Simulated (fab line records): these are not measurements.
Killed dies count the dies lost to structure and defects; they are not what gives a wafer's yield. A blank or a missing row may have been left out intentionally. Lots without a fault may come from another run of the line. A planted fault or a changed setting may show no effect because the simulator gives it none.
fab line records    flow sky130
record: lots: 5  wafers: 15  lastDay: 49
route steps=708 shown LDD_P@259 LDD_HVN@267 LDD_HVP@278 LDD_LDN@289 PAD_OPEN@708
lots that met no fault: taken from a fault-free run of the same line
startH: the number of hours between the record's first day and the start of the first shown wafer of the lot    waitH: hours since the lot's step before    " unchanged from the row above    L1.1+2: a row that stands for several wafers    - value missing, or start not given    * or withheld: withheld    < > ~ a bound
route shown NAME@n: NAME is a module with steps in the file, n the number in the route of the first one    usual: mean/standard deviation of fault-free wafers    same: alike in all rows    chamber/n: place in a boat    sites: each site's reading    _std_site: standard deviation of those values    _edge_site: inner sites' mean taken away from outer sites' mean    radiusMm: how far each site lies from the wafer's centre    mask NAME#n: copy n    behind: the tool/chamber that last shaped the wafer    hold: what put the lot on hold/how long, in hours/how the hold closed    device: whichever transistor did not switch (one of n, p or np)    end of line: at the end of the route, the tests of the same wafers    a step with no rows: only its recipe    killed: not the wafer's yield, but the dies lost to structure and defects at the first sort    map: the dies of a wafer, with x for killed, . for not killed, _ for no die there
set.NAME: setting as actually run; set.NAME@STEP: the setting as run at that earlier step    model.NAME: the simulator's own value behind a step, which no gauge read
a table for each step, a row for each wafer; lots at some steps of the route
services: the hour from which a tool's chamber was out of use, counted from the record's first day as startH (under 0 if before that day), plus the number of hours and why
== steps ==
step: SKY_LDD_P_EXPOSE_04
recipe: maskId: PSDM  na: 0.6  sourceShape: conventional  sigmaOuter: 0.6  polarization: unpolarized  targetCdNm: 380  doseMj: 138
step: SKY_LDD_P_PEB_05
recipe: tempC: withheld  timeS: *  resist: NOVOLAK
step: SKY_LDD_P_DEVELOP_06
recipe: resist: NOVOLAK  developer: TMAH  developTimeS: 60  devTempC: 23
step: SKY_LDD_P_CD_MEAS_07
recipe: targetCdNm: 380
usual: cdNm: 379.3/2.6
lot.wafer  tool      chamber  startH  waitH  cdNm
L690.1     cdSem-02  -        436.39  0.1    379.1
L690.2     "         -        "       "      377.9
L690.6     "         -        "       "      379.6
L694.1     cdSem-02  -        473.69  0.1    379.5
L694.5     "         -        "       "      379.7
L694.6     "         -        "       "      378.5
L693.1     cdSem-01  -        474.43  0.1    385.6
L693.3     "         -        "       "      385.0
L693.4     "         -        "       "      384.0
L699.1     cdSem-01  -        515.44  0.1    382.5
L699.3     "         -        "       "      379.9
L699.4     "         -        "       "      378.1
L706.1     cdSem-01  -        584.04  0.1    378.5
L706.2     "         -        "       "      377.5
L706.5     "         -        "       "      377.4
step: SKY_LDD_P_OVL_MEAS_08
usual: LDD_P_OVL: -0.3/1.2
lot.wafer  tool        chamber  startH  waitH  LDD_P_OVL[nm]
L690.1     overlay-01  -        436.51  0.1    -0.4
L690.2     "           -        "       "      -0.9
L690.6     "           -        "       "      -0.7
L694.1     overlay-02  -        473.81  0.1    -0.7
L694.5     "           -        "       "      -0.7
L694.6     "           -        "       "      -1.3
L693.1     overlay-01  -        474.55  0.1    2.6
L693.3     "           -        "       "      0.8
L693.4     "           -        "       "      1.0
L699.1     overlay-01  -        515.56  0.1    -0.8
L699.3     "           -        "       "      0.8
L699.4     "           -        "       "      -0.5
L706.1     overlay-01  -        584.16  0.1    2.1
L706.2     "           -        "       "      1.5
L706.5     "           -        "       "      1.7
step: SKY_LDD_P_IMPLANT_09
recipe: species: BF2  energyKev: 25  doseCm2: 1e+13  tiltDeg: withheld
step: SKY_LDD_P_STRIP_10
recipe: chemistry: O2/N2  powerW: 1400  pressureMtorr: 1500  platenTempC: withheld  o2FlowSccm: 3000  n2FlowSccm: 300  overashFraction: 0.5
usual: chamberPressureMTorr: 1500.0/1.4  drypumpMotorCurrentA: 6.0/0.41  oesProductAu: 0.716/0.0045  stripTimeToEndpointS: 14.15/0.044
same: overashFraction: 0.5
lot.wafer  tool            chamber  startH  waitH  chamberPressureMTorr  drypumpMotorCurrentA  oesProductAu  rfHoursCounterH  stripTimeToEndpointS
L690.1     plasmaAsher-04  1        436.69  0.1    1503.0                5.8                   0.711         61               14.15
L690.2     "               0        "       "      1500.0                6.4                   0.717         61               14.17
L690.6     "               0        "       "      1500.5                6.4                   0.718         -                14.12
L694.1     plasmaAsher-03  0        473.99  0.1    1501.2                6.6                   0.711         76               14.18
L694.5     "               0        "       "      1499.8                6.6                   0.713         -                14.15
L694.6     "               1        "       "      1500.0                5.5                   0.720         -                14.20
L693.1     plasmaAsher-03  0        474.74  0.1    1499.6                6.6                   0.712         76               14.09
L693.3     "               0        "       "      1500.9                6.5                   0.713         -                14.18
L693.4     "               1        "       "      1498.4                5.4                   0.719         -                14.12
L699.1     plasmaAsher-01  0        515.74  0.1    1500.7                5.8                   0.726         7                14.14
L699.3     "               0        "       "      1499.8                5.8                   0.710         -                14.13
L699.4     "               1        "       "      1498.3                6.0                   0.710         -                14.16
L706.1     plasmaAsher-01  1        584.34  0.1    1501.0                5.9                   0.723         14               14.16
L706.2     "               0        "       "      1501.3                5.8                   0.720         14               14.23
L706.5     "               1        "       "      1498.4                6.0                   0.720         -                14.17
step: SKY_LDD_P_TW_MEAS_11
usual: LDD_P_TW: 631/8.1
lot.wafer  tool          chamber  startH  waitH  LDD_P_TW
L690.1     filmMetro-01  -        436.79  0.1    630
L690.2     "             -        "       "      630
L690.6     "             -        "       "      628
L694.1     filmMetro-02  -        474.09  0.1    639
L694.5     "             -        "       "      640
L694.6     "             -        "       "      640
L693.1     filmMetro-01  -        474.84  0.1    631
L693.3     "             -        "       "      630
L693.4     "             -        "       "      631
L699.1     filmMetro-01  -        515.84  0.1    632
L699.3     "             -        "       "      628
L699.4     "             -        "       "      626
L706.1     filmMetro-01  -        584.44  0.1    626
L706.2     "             -        "       "      623
L706.5     "             -        "       "      626
step: SKY_LDD_HVN_DEHYDRATE_00
recipe: tempC: 200  timeS: 60
step: SKY_LDD_HVN_HMDS_01
recipe: primeTimeS: 60  primeTempC: 120
step: SKY_LDD_HVN_COAT_02
recipe: resist: NOVOLAK  spinRpm: 3000  resistThkNm: 300
step: SKY_LDD_HVN_SOFTBAKE_03
recipe: tempC: 90  timeS: 60  resist: NOVOLAK
step: SKY_LDD_HVN_EXPOSE_04
recipe: maskId: HVNTM  na: 0.6  sourceShape: conventional  sigmaOuter: 0.6  polarization: unpolarized  targetCdNm: 700  doseMj: 127
lot.wafer   tool             chamber  startH  waitH  mask
L690.1+2+6  ilineStepper-01  0        451.74  -      HVNTM#0
L694.1+5+6  ilineStepper-02  0        489.96  -      HVNTM#0
L693.1+3+4  ilineStepper-02  0        490.57  -      HVNTM#0
L699.1+3+4  ilineStepper-01  0        531.59  -      HVNTM#0
L706.1+2+5  ilineStepper-01  0        600.41  -      HVPTM#0
step: SKY_LDD_HVN_PEB_05
recipe: tempC: withheld  timeS: *  resist: NOVOLAK
step: SKY_LDD_HVN_DEVELOP_06
recipe: resist: NOVOLAK  developer: TMAH  developTimeS: 60  devTempC: 23
step: SKY_LDD_HVN_OVL_MEAS_07
usual: LDD_HVN_OVL: -0.1/1.1
lot.wafer  tool        chamber  startH  waitH  LDD_HVN_OVL[nm]
L690.1     overlay-02  -        466.74  0.1    -1.6
L690.2     "           -        "       "      -0.3
L690.6     "           -        "       "      -0.6
L694.1     overlay-01  -        504.89  0.1    1.5
L694.5     "           -        "       "      0.1
L694.6     "           -        "       "      0.2
L693.1     overlay-02  -        505.49  0.1    1.1
L693.3     "           -        "       "      2.9
L693.4     "           -        "       "      1.2
L699.1     overlay-01  -        546.34  0.1    1.8
L699.3     "           -        "       "      0.8
L699.4     "           -        "       "      0.9
L706.1     overlay-02  -        614.49  0.1    -
L706.2     "           -        "       "      -
L706.5     "           -        "       "      -
step: SKY_LDD_HVN_IMPLANT_08
recipe: species: P  energyKev: 59.32  doseCm2: 3e+13  tiltDeg: 40
step: SKY_LDD_HVN_STRIP_09
recipe: chemistry: O2/N2  powerW: 1400  pressureMtorr: 1500  platenTempC: withheld  o2FlowSccm: 3000  n2FlowSccm: 300  overashFraction: 0.5
usual: chamberPressureMTorr: 1500.2/1.2  drypumpMotorCurrentA: 6.0/0.42  oesProductAu: 0.408/0.0044  stripTimeToEndpointS: 4.138/0.014
same: overashFraction: 0.5
lot.wafer  tool            chamber  startH  waitH  chamberPressureMTorr  drypumpMotorCurrentA  oesProductAu  rfHoursCounterH  stripTimeToEndpointS
L690.1     plasmaAsher-04  0        466.92  0.1    1500.6                6.4                   0.399         64               4.147
L690.2     "               1        "       "      1500.3                5.8                   0.417         64               4.115
L690.6     "               0        "       "      1500.9                6.4                   0.407         -                4.145
L694.1     plasmaAsher-04  1        505.07  0.1    1498.8                5.8                   0.407         68               4.142
L694.5     "               1        "       "      1499.6                5.7                   0.413         -                4.131
L694.6     "               0        "       "      1498.5                6.3                   0.409         -                4.120
L693.1     plasmaAsher-03  0        505.67  0.1    1500.3                6.6                   0.407         79               4.138
L693.3     "               1        "       "      1497.5                5.5                   0.405         -                4.123
L693.4     "               0        "       "      1501.1                6.6                   0.412         -                4.154
L699.1     plasmaAsher-04  1        546.52  0.1    1502.6                5.8                   0.407         73               4.144
L699.3     "               1        "       "      1499.3                5.8                   0.407         -                4.154
L699.4     "               0        "       "      1499.8                6.4                   0.405         -                4.157
L706.1     plasmaAsher-03  0        614.67  0.1    1499.7                6.6                   0.409         89               4.145
L706.2     "               1        "       "      1499.7                5.4                   0.411         89               4.137
L706.5     "               1        "       "      1499.7                5.5                   0.406         -                4.141
step: SKY_LDD_HVN_TW_MEAS_10
usual: LDD_HVN_TW: 1428/19
lot.wafer  tool          chamber  startH  waitH  LDD_HVN_TW
L690.1     filmMetro-03  -        467.02  0.1    1399
L690.2     "             -        "       "      1400
L690.6     "             -        "       "      1398
L694.1     filmMetro-04  -        505.17  0.1    1421
L694.5     "             -        "       "      1421
L694.6     "             -        "       "      1421
L693.1     filmMetro-03  -        505.77  0.1    1409
L693.3     "             -        "       "      1400
L693.4     "             -        "       "      1406
L699.1     filmMetro-02  -        546.62  0.1    1461
L699.3     "             -        "       "      1450
L699.4     "             -        "       "      1447
L706.1     filmMetro-02  -        614.77  0.1    31
L706.2     "             -        "       "      31
L706.5     "             -        "       "      31
step: SKY_LDD_HVP_DEHYDRATE_00
recipe: tempC: 200  timeS: 60
step: SKY_LDD_HVP_HMDS_01
recipe: primeTimeS: 60  primeTempC: 120
step: SKY_LDD_HVP_COAT_02
recipe: resist: NOVOLAK  spinRpm: 3000  resistThkNm: 300
step: SKY_LDD_HVP_SOFTBAKE_03
recipe: tempC: 90  timeS: 60  resist: NOVOLAK
step: SKY_LDD_HVP_EXPOSE_04
recipe: maskId: HVPTM  na: 0.6  sourceShape: conventional  sigmaOuter: 0.6  polarization: unpolarized  targetCdNm: 700  doseMj: 86
step: SKY_LDD_HVP_PEB_05
recipe: tempC: withheld  timeS: *  resist: NOVOLAK
step: SKY_LDD_HVP_DEVELOP_06
recipe: resist: NOVOLAK  developer: TMAH  developTimeS: 60  devTempC: 23
step: SKY_LDD_HVP_OVL_MEAS_07
usual: LDD_HVP_OVL: -0.6/1.3
lot.wafer  tool        chamber  startH  waitH  LDD_HVP_OVL[nm]
L690.1     overlay-02  -        497.09  0.1    -2.0
L690.2     "           -        "       "      -0.9
L690.6     "           -        "       "      -0.6
L694.1     overlay-02  -        535.07  0.1    -2.0
L694.5     "           -        "       "      -1.8
L694.6     "           -        "       "      -1.3
L693.1     overlay-02  -        536.58  0.1    -1.2
L693.3     "           -        "       "      -2.3
L693.4     "           -        "       "      -1.5
L699.1     overlay-02  -        576.59  0.1    -1.6
L699.3     "           -        "       "      -1.1
L699.4     "           -        "       "      -1.0
L706.1     overlay-02  -        643.57  0.1    0.1
L706.2     "           -        "       "      -1.0
L706.5     "           -        "       "      0.5
step: SKY_LDD_HVP_IMPLANT_08
recipe: species: B  energyKev: 20  doseCm2: 1.7e+13  tiltDeg: 17.9
step: SKY_LDD_HVP_STRIP_09
recipe: chemistry: O2/N2  powerW: 1400  pressureMtorr: 1500  platenTempC: withheld  o2FlowSccm: 3000  n2FlowSccm: 300  overashFraction: 0.5
usual: chamberPressureMTorr: 1500.1/1.3  drypumpMotorCurrentA: 6.0/0.41  oesProductAu: 0.408/0.0043  stripTimeToEndpointS: 4.128/0.015
same: overashFraction: 0.5
lot.wafer  tool            chamber  startH  waitH  chamberPressureMTorr  drypumpMotorCurrentA  oesProductAu  rfHoursCounterH  stripTimeToEndpointS
L690.1     plasmaAsher-03  1        497.27  0.1    1504.3                5.4                   0.413         78               4.102
L690.2     "               0        "       "      1500.2                6.5                   0.418         78               4.119
L690.6     "               1        "       "      1501.1                5.4                   0.407         -                4.106
L694.1     plasmaAsher-03  0        535.25  0.1    1501.1                6.6                   0.413         82               4.110
L694.5     "               1        "       "      1500.9                5.5                   0.410         -                4.105
L694.6     "               0        "       "      1499.6                6.6                   0.410         -                4.113
L693.1     plasmaAsher-01  0        536.77  0.1    1500.9                5.8                   0.406         9                4.120
L693.3     "               1        "       "      1499.1                6.0                   0.403         -                4.115
L693.4     "               0        "       "      1501.8                5.8                   0.410         -                4.099
L699.1     plasmaAsher-01  1        576.77  0.1    1500.1                6.0                   0.416         13               4.148
L699.3     "               1        "       "      1500.7                6.0                   0.410         -                4.121
L699.4     "               0        "       "      1500.9                5.8                   0.405         -                4.106
L706.1     plasmaAsher-03  1        643.75  0.1    1499.1                5.5                   0.408         92               4.164
L706.2     "               0        "       "      1500.9                6.6                   0.405         92               4.139
L706.5     "               0        "       "      1499.6                6.6                   0.400         -                4.129
step: SKY_LDD_HVP_TW_MEAS_10
usual: LDD_HVP_TW: 455/5.3
lot.wafer  tool          chamber  startH  waitH  LDD_HVP_TW
L690.1     filmMetro-01  -        497.37  0.1    448
L690.2     "             -        "       "      449
L690.6     "             -        "       "      448
L694.1     filmMetro-02  -        535.35  0.1    463
L694.5     "             -        "       "      462
L694.6     "             -        "       "      462
L693.1     filmMetro-04  -        536.87  0.1    450
L693.3     "             -        "       "      451
L693.4     "             -        "       "      451
L699.1     filmMetro-02  -        576.87  0.1    460
L699.3     "             -        "       "      456
L699.4     "             -        "       "      459
L706.1     filmMetro-02  -        643.85  0.1    1465
L706.2     "             -        "       "      1455
L706.5     "             -        "       "      1459
step: SKY_LDD_LDN_DEHYDRATE_00
recipe: tempC: 200  timeS: 60
step: SKY_PAD_OPEN_PROBE_99
usual: killed_at_M0_to_M3: 43/6.8  killed_at_M4_up: 3.1/1.8  killedAtContacts: 25/5.8  killedAtFrontEnd: 15/4.2  killedAtOther: 0.3/0.5  killedDies: 87/9.7  killedOnRim: 17/4.1  killedOpen: 47/7.3  killedShort: 39/6.6
same: grossDies: 492  killedAtBackSide: 0
lot.wafer  tool       chamber  startH   waitH  killed_at_M0_to_M3  killed_at_M4_up  killedAtContacts  killedAtFrontEnd  killedAtOther  killedDies  killedOnRim  killedOpen  killedShort  model.etest.pfetG5v0d10v5.rOnOhmUm  model.etest.pfet_16v.rOnOhmUm  model.etest.nfetG5v0d10v5.rOnOhmUm  model.etest.nfetG5v0d10v5.driveUaUm  model.etest.pfetG5v0d10v5.driveUaUm  model.etest.nfet_05v0_nvt.driveUaUm  model.etest.pfet_16v.driveUaUm  model.etest.ring_5v.delayPs
L690.1     prober-02  -        1077.36  0.1    48                  3                31                16                1              99          23           50          49           4730                                1.5e+04                        1899                                603.9                                342.4                                577.5                                243.7                           44.55
L690.2     prober-02  -        1077.41  0.1    41                  5                20                8                 1              75          13           42          33           4746                                1.503e+04                      1876                                601.8                                338.9                                581.3                                243.1                           45.09
L690.6     prober-02  -        1077.61  0.2    36                  2                15                15                1              69          17           28          41           4728                                1.502e+04                      1909                                605.6                                342.6                                579.3                                242.8                           44.96
L694.1     prober-01  -        1104.75  0.1    42                  1                32                9                 1              85          12           45          40           4768                                1.483e+04                      1850                                627.6                                344.5                                595.9                                245.6                           44.17
L694.5     prober-01  -        1104.95  0.2    42                  2                22                15                1              82          21           50          32           4910                                1.51e+04                       1891                                601.6                                329.8                                573.4                                241.2                           45.9
L694.6     prober-01  -        1105.00  0.2    50                  1                23                9                 1              84          20           44          40           4744                                1.491e+04                      1853                                626.9                                343.6                                591.7                                245.2                           44.29
L693.1     prober-02  -        1106.49  0.1    37                  1                18                18                0              74          11           38          36           4692                                1.48e+04                       1842                                621.3                                347.4                                585.8                                250.6                           44.3
L693.3     prober-02  -        1106.59  0.2    38                  4                22                14                0              78          16           43          35           4682                                1.489e+04                      1860                                616.9                                348.5                                585.7                                249                             44.02
L693.4     prober-02  -        1106.64  0.2    53                  4                26                12                0              95          22           48          47           4686                                1.486e+04                      1856                                620.1                                348.2                                592.8                                248.6                           44.42
L699.1     prober-02  -        1132.49  0.1    44                  1                29                11                0              85          13           47          38           4667                                1.516e+04                      1836                                623.4                                349.4                                589.5                                249.3                           44.28
L699.3     prober-02  -        1132.59  0.2    44                  1                22                12                0              79          19           44          35           4665                                1.52e+04                       1839                                623.8                                348.8                                586.5                                245.4                           43.8
L699.4     prober-02  -        1132.64  0.2    41                  2                28                12                0              83          17           47          36           4693                                1.495e+04                      1863                                609.8                                344.8                                583                                  249                             44.54
L706.1     prober-02  -        1175.49  0.1    40                  5                23                424               0              492         96           52          29           6152                                1.587e+04                      2250                                517                                  255.8                                534                                  222                             56.72
L706.2     prober-02  -        1175.54  0.1    32                  4                27                429               0              492         96           49          30           6212                                1.627e+04                      2233                                510.8                                255.2                                538.2                                217.6                           56.66
L706.5     prober-02  -        1175.69  0.2    39                  4                29                420               0              492         96           35          51           6161                                1.598e+04                      2234                                513.6                                254.7                                535.3                                218.7                           56.79
killed by level:class
L690.1 CONTACT:geometricParticle:open=12 VIA3:geometricParticle:open=8 VIA1:geometricParticle:open=8 VIA1:geometricParticle:short=8 VIA2:geometricParticle:open=8 CONTACT:geometricParticle:short=7 FIELD_ISO:geometricParticle:open=5 LOCAL_INTERCONNECT:geometricParticle:short=5
L690.2 CONTACT:geometricParticle:open=8 VIA1:geometricParticle:open=7 METAL2:geometricParticle:short=7 LI_CONTACT:geometricParticle:open=5 VIA2:geometricParticle:short=5 VIA3:geometricParticle:open=5 VIA2:geometricParticle:open=4 LOCAL_INTERCONNECT:geometricParticle:short=3
L690.6 VIA2:geometricParticle:short=6 FIELD_ISO:geometricParticle:short=5 VIA2:geometricParticle:open=5 VIA1:geometricParticle:open=5 METAL1:geometricParticle:short=4 CONTACT:geometricParticle:open=4 METAL2:geometricParticle:short=4 VIA3:geometricParticle:open=4
L694.1 LI_CONTACT:geometricParticle:open=11 VIA1:geometricParticle:open=9 METAL2:geometricParticle:short=7 LOCAL_INTERCONNECT:geometricParticle:short=6 CONTACT:geometricParticle:open=5 VIA3:geometricParticle:open=5 VIA1:geometricParticle:short=5 LI_CONTACT:geometricParticle:short=4
L694.5 VIA1:geometricParticle:open=11 LI_CONTACT:geometricParticle:open=9 CONTACT:geometricParticle:open=6 VIA3:geometricParticle:open=6 FIELD_ISO:geometricParticle:short=5 VIA2:geometricParticle:open=5 POLY_GATE:geometricParticle:open=4 CONTACT:geometricParticle:short=4
L694.6 VIA2:geometricParticle:open=13 CONTACT:geometricParticle:open=8 VIA1:geometricParticle:short=7 VIA3:geometricParticle:open=7 VIA1:geometricParticle:open=6 LI_CONTACT:geometricParticle:open=5 LI_CONTACT:geometricParticle:short=5 METAL3:geometricParticle:short=4
L693.1 VIA1:geometricParticle:open=9 CONTACT:geometricParticle:open=8 VIA3:geometricParticle:short=7 POLY_GATE:geometricParticle:short=6 POLY_GATE:geometricParticle:open=4 FIELD_ISO:geometricParticle:open=3 LOCAL_INTERCONNECT:geometricParticle:short=3 CONTACT:geometricParticle:short=3
L693.3 VIA1:geometricParticle:open=13 CONTACT:geometricParticle:open=10 LI_CONTACT:geometricParticle:short=6 VIA3:geometricParticle:open=5 METAL2:geometricParticle:short=4 METAL4:geometricParticle:short=4 FIELD_ISO:geometricParticle:open=3 CONTACT:geometricParticle:short=3
L693.4 VIA1:geometricParticle:open=11 METAL2:geometricParticle:short=9 CONTACT:geometricParticle:open=9 VIA1:geometricParticle:short=9 VIA3:geometricParticle:open=7 LI_CONTACT:geometricParticle:open=7 CONTACT:geometricParticle:short=7 METAL1:geometricParticle:short=5
L699.1 CONTACT:geometricParticle:open=15 VIA1:geometricParticle:open=11 METAL2:geometricParticle:short=6 VIA2:geometricParticle:open=6 LI_CONTACT:geometricParticle:open=5 METAL1:geometricParticle:short=5 FIELD_ISO:geometricParticle:short=4 LI_CONTACT:geometricParticle:short=4
L699.3 CONTACT:geometricParticle:open=9 VIA1:geometricParticle:open=9 VIA3:geometricParticle:open=9 METAL2:geometricParticle:short=6 VIA2:geometricParticle:open=6 FIELD_ISO:geometricParticle:open=5 CONTACT:geometricParticle:short=5 LI_CONTACT:geometricParticle:short=4
L699.4 VIA1:geometricParticle:open=12 LI_CONTACT:geometricParticle:open=8 LI_CONTACT:geometricParticle:short=7 VIA2:geometricParticle:open=7 CONTACT:geometricParticle:open=6 VIA1:geometricParticle:short=6 METAL2:geometricParticle:short=5 VIA3:geometricParticle:open=4
L706.1 LDD_HVN:areaExpose=411 VIA1:geometricParticle:open=11 VIA3:geometricParticle:open=8 CONTACT:geometricParticle:open=8 LI_CONTACT:geometricParticle:open=5 CONTACT:geometricParticle:short=5 FIELD_ISO:geometricParticle:open=4 METAL1:geometricParticle:short=4
L706.2 LDD_HVN:areaExpose=413 LI_CONTACT:geometricParticle:open=13 CONTACT:geometricParticle:short=8 VIA1:geometricParticle:open=8 CONTACT:geometricParticle:open=6 VIA1:geometricParticle:short=6 FIELD_ISO:geometricParticle:open=5 VIA3:geometricParticle:open=5
L706.5 LDD_HVN:areaExpose=406 VIA1:geometricParticle:open=7 LI_CONTACT:geometricParticle:open=7 VIA1:geometricParticle:short=7 LI_CONTACT:geometricParticle:short=6 CONTACT:geometricParticle:short=6 METAL2:geometricParticle:short=6 POLY_GATE:geometricParticle:open=5
map L706.1 (x killed, . not)
__________xxxxxxxxxx_________
________xxxxxxxxxxxxxx_______
______xxxxxxxxxxxxxxxxxx_____
_____xxxxxxxxxxxxxxxxxxxx____
____xxxxxxxxxxxxxxxxxxxxxx___
___xxxxxxxxxxxxxxxxxxxxxxxx__
__xxxxxxxxxxxxxxxxxxxxxxxxxx_
_xxxxxxxxxxxxxxxxxxxxxxxxxxxx
_xxxxxxxxxxxxxxxxxxxxxxxxxxxx
_xxxxxxxxxxxxxxxxxxxxxxxxxxxx
_xxxxxxxxxxxxxxxxxxxxxxxxxxxx
_xxxxxxxxxxxxxxxxxxxxxxxxxxxx
_xxxxxxxxxxxxxxxxxxxxxxxxxxxx
_xxxxxxxxxxxxxxxxxxxxxxxxxxxx
_xxxxxxxxxxxxxxxxxxxxxxxxxxxx
__xxxxxxxxxxxxxxxxxxxxxxxxxx_
___xxxxxxxxxxxxxxxxxxxxxxxx__
____xxxxxxxxxxxxxxxxxxxxxx___
_____xxxxxxxxxxxxxxxxxxxx____
______xxxxxxxxxxxxxxxxxx_____
________xxxxxxxxxxxxxx_______
__________xxxxxxxxxx_________
map L699.1 (x killed, . not)
__________......x..._________
________.....x....x..._______
______x..xx.xx.....xx..x_____
_____....xx....x.....x..x____
____..xx........x.........___
___....x....x.......xx.....__
__......x...x..............._
_.x.........x.....x..x.......
_......x.x........x..........
_....x..........x..x...x.x..x
_.....xx...x......x...x......
_.x.x...x................xx..
_.x..x..x...x...........x.x..
_....x.x....x.x.............x
_.............x.............x
__...xxx......x.x..........._
___.......x................__
____xx....x...............___
_____......x...x..x..xxx.____
______.........x.x..x..._____
________..xx.x.x..x..x_______
__________.........._________
== services ==
tool             chamber  startH  hours  kind
ilineStepper-01  -        413.89  3.4    repair
plasmaAsher-01   -        421.25  9.0    pm
plasmaAsher-01   0        421.25  9.0    ventCycle
plasmaAsher-01   1        421.25  9.0    ventCycle
plasmaAsher-01   0        430.25  -      clean
plasmaAsher-01   1        430.25  -      clean
plasmaAsher-01   -        456.16  15.4   repair
ilineStepper-02  -        465.01  2.1    pm
ilineStepper-02  -        467.09  -      consumableReplace:lamp
ilineStepper-01  -        491.35  4.1    repair
ilineStepper-01  -        516.40  0.8    repair
plasmaAsher-03   -        541.40  10.2   repair
ilineStepper-02  -        547.25  10.9   repair
ilineStepper-01  -        566.36  1.7    pm
ilineStepper-01  -        568.46  2.0    repair
ilineStepper-02  -        580.85  1.7    pm
== key ==
firstSign: step: SKY_LDD_HVN_EXPOSE_04  reading: mask  direction: changed
effect: step: SKY_LDD_HVN_OVL_MEAS_07  reading: LDD_HVN_OVL  direction: missing
effect: step: SKY_LDD_HVN_TW_MEAS_10  reading: LDD_HVN_TW  direction: down  sigmas: 72  usual: 1428  struck: 31
effect: step: SKY_LDD_HVP_TW_MEAS_10  reading: LDD_HVP_TW  direction: up  sigmas: 99+  usual: 455  struck: 1460
effect: step: SKY_PAD_OPEN_PROBE_99  reading: killedAtFrontEnd  direction: up  sigmas: 98  usual: 15  struck: 424
modelEffect: step: SKY_PAD_OPEN_PROBE_99  value: etest.pfetG5v0d10v5.rOnOhmUm  without: 4681  struck: 6175
moreKillsBornAt: SKY_LDD_HVN_EXPOSE_04@ilineStepper-01: 1230
metAt SKY_LDD_HVN_EXPOSE_04
struckWafers L706.1,L706.2,L706.5
testerLeftOut L706
onsetBetween 531.59 600.41
fault: kind: wrongMask  tool: any  chamber: -  onsetH: 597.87  steps: SKY_LDD_HVN_EXPOSE_04  auxCopy: HVPTM#0  scope: struckLotsOnly
testerLeftOut: of these lots the tester's yield and bins aren't shown, on N5 and GAA mostly nor the transistor test; their killed dies are dies lost to structure and defects alone, not to doping, threshold or leakage, so they don't give the yield
